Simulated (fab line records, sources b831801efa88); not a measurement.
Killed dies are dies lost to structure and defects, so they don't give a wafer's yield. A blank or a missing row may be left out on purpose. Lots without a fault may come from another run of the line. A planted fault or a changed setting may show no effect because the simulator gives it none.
Which tool did it? | flow gf180mcu | 6 lots, 18 wafers sampled, at 3 steps of a route of 602

WHAT THE GAUGES READ, wafer by wafer
GF_PASSIVATION_THK_MEAS_01.
lot  | measured     | on            | PASSIVATION_CVD_00_THK (nm)
L532 | day 28 11:22 | film_metro-02 | 991 1003 1003
L534 | day 29 04:44 | film_metro-01 | 1016 1022 1002
L540 | day 31 00:10 | film_metro-03 | 992 995 1005
L542 | day 31 16:54 | film_metro-03 | 982 999 987
L550 | day 33 11:23 | film_metro-02 | 1401 995 1422 1399 995 1423
L554 | day 34 16:38 | film_metro-01 | 988 977 1002

WHICH TOOL RAN EACH LOT (tool, then ch and the chambers of the sampled wafers, then the start)
lot  | GF_MIM_SPUTTER_02            | GF_PASSIVATION_CVD_00
L532 | pvd_sputter-02, day 24 19:22 | pecvd-03 ch 0,1, day 28 11:17
L534 | pvd_sputter-02, day 25 16:06 | pecvd-01 ch 0,2, day 29 04:39
L540 | pvd_sputter-04, day 27 15:36 | pecvd-01 ch 0,1, day 31 00:04
L542 | pvd_sputter-04, day 28 10:51 | pecvd-01 ch 0,1, day 31 16:49
L550 | pvd_sputter-01, day 30 08:43 | pecvd-01 ch 0,1,2, day 33 11:18
L554 | pvd_sputter-01, day 31 21:53 | pecvd-03 ch 0,1, day 34 16:34
- GF_MIM_SPUTTER_02: material AlCu, target thk 450 nm, time 23.9 s.
- GF_PASSIVATION_CVD_00: deposits SiO2 from TEOS, target thk 1000 nm, time 111.95 s.

THE ANSWER, worked out from the rows above alone
Rule: what is usual is taken from the lots themselves. Put in order of their means at a reading, lots are off if they are a third of the lots or fewer, leave a main group of 4 or more, and stand apart from it by a gap of 3 or more times the standard deviation of the main group's means; of several such gaps the widest counts. A main group whose means are all the same, to the digits that the tables above print for the reading, isn't used. A lot without any number at a reading at which 4 lots or more have one is off too. The other lots that the step has rows for count as sound.
Off: L550, at GF_PASSIVATION_THK_MEAS_01 (PASSIVATION_CVD_00_THK). The main group: mean 998 nm, standard deviation 8.9.
A tool fits if, at a process step before that reading, it ran every lot that is off, and no sound lot after the first of them. The gauges at GF_PASSIVATION_THK_MEAS_01 are tried like those tools. Can't be told from this: 2 tools fit, pecvd-01 at GF_PASSIVATION_CVD_00, film_metro-02 at GF_PASSIVATION_THK_MEAS_01.

WHAT THE SIMULATOR HAD PUT IN
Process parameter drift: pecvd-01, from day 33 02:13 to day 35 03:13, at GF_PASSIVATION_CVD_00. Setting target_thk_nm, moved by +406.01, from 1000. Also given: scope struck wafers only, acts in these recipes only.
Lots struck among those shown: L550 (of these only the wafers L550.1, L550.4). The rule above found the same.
